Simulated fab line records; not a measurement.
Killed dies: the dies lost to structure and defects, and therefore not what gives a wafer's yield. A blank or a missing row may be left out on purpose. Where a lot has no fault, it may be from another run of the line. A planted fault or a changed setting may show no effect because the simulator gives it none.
Comparing a struck lot with a sound one + flow sky130 + 16 out of 708 route steps
Sound: wafers L826.1, L826.3, L826.6. Wafers L835.2, L835.3, L835.5 were the ones struck. The cause is named last.
Order at every step that has rows: each side's tool, ch and its chambers, its first start. Under that, the readings that differ: sound wafers + struck wafers + difference of the means + sigmas: that difference in standard deviations of wafers without a fault.
alike: words and numbers the same on both sides, and readings whose means are apart by under 2 such deviations; not compared: readings that were withheld, readings missing a value for some wafer, numbers with overlapping values and no deviation given by the record, and bounds like >300 which may hide the same value.
The two part at a step that has a row with sigmas, a row that says differs or no value, or rows on one side only. When numbers do not overlap yet have no deviation, they are printed without sigmas and do not part them. A reading that every wafer of one side lacks parts them only if that side has two wafers or more.

SKY_VT_ADJUST_HVTP_OVL_MEAS_08:
  sound: overlay-01 at day 8 02:39; struck: overlay-02 at day 10 13:12
  alike: VT_ADJUST_HVTP_OVL
next, for these wafers, 1 step has no rows: SKY_VT_ADJUST_HVTP_IMPLANT_09.
SKY_VT_ADJUST_HVTP_STRIP_10: strips in O2/N2.
  sound on plasma asher-03 ch 0,1, day 8 02:50; struck on plasma asher-01 ch 0,1, day 10 13:23
  alike: chamber pressure mTorr, drypump motor current A, oes product au, strip time to endpoint s
  not compared: rf hours counter h
SKY_VT_ADJUST_HVTP_TW_MEAS_11:
  sound: film metro-03 at day 8 02:56; struck: film metro-03 at day 10 13:29
  alike: VT_ADJUST_HVTP_TW
then, 7 steps without rows for these wafers: SKY_VT_ADJUST_LVTN_DEHYDRATE_00 (time 60 s); SKY_VT_ADJUST_LVTN_HMDS_01 (prime time 60 s); SKY_VT_ADJUST_LVTN_COAT_02 (resist thk 3000 nm); SKY_VT_ADJUST_LVTN_SOFTBAKE_03; SKY_VT_ADJUST_LVTN_EXPOSE_04 (exposes mask NWM COMPLEMENT LESS NATIVE, target cd 840 nm); SKY_VT_ADJUST_LVTN_PEB_05; SKY_VT_ADJUST_LVTN_DEVELOP_06 (develop time 60 s).
SKY_VT_ADJUST_LVTN_OVL_MEAS_07:
  sound: overlay-02 at day 9 00:01; struck: overlay-01 at day 11 12:16
  alike: VT_ADJUST_LVTN_OVL
SKY_VT_ADJUST_LVTN_IMPLANT_08:
  struck on implanter-01, day 11 12:19; sound on implanter-01 ch 0, day 9 00:02
  no value came back on the struck wafers for beam energy keV, beam on s (s); on the sound wafers beam energy keV reads 29.992 29.994 30.002
SKY_VT_ADJUST_LVTN_STRIP_09: strips in O2/N2.
  sound on plasma asher-04 ch 0,1, day 9 00:11; struck on plasma asher-01 ch 0,1, day 11 12:26
  alike: chamber pressure mTorr, drypump motor current A, oes product au, strip time to endpoint s
  not compared: rf hours counter h
SKY_VT_ADJUST_LVTN_TW_MEAS_10:
  sound: film metro-04 at day 9 00:17; struck: film metro-01 at day 11 12:33
| reading           | sound       | struck   | difference | sigmas |
|-------------------|-------------|----------|------------|--------|
| VT_ADJUST_LVTN_TW | 238 239 240 | 30 30 30 | -209       | -70    |
then, 1 step without rows for these wafers: SKY_VT_ADJUST_LVTN_DEHYDRATE_11 (time 60 s).

== WHERE THEY PART ==
Last at SKY_VT_ADJUST_LVTN_TW_MEAS_10 as far as this record goes, first at SKY_VT_ADJUST_LVTN_IMPLANT_08.

WHY: what had been put in by the simulator
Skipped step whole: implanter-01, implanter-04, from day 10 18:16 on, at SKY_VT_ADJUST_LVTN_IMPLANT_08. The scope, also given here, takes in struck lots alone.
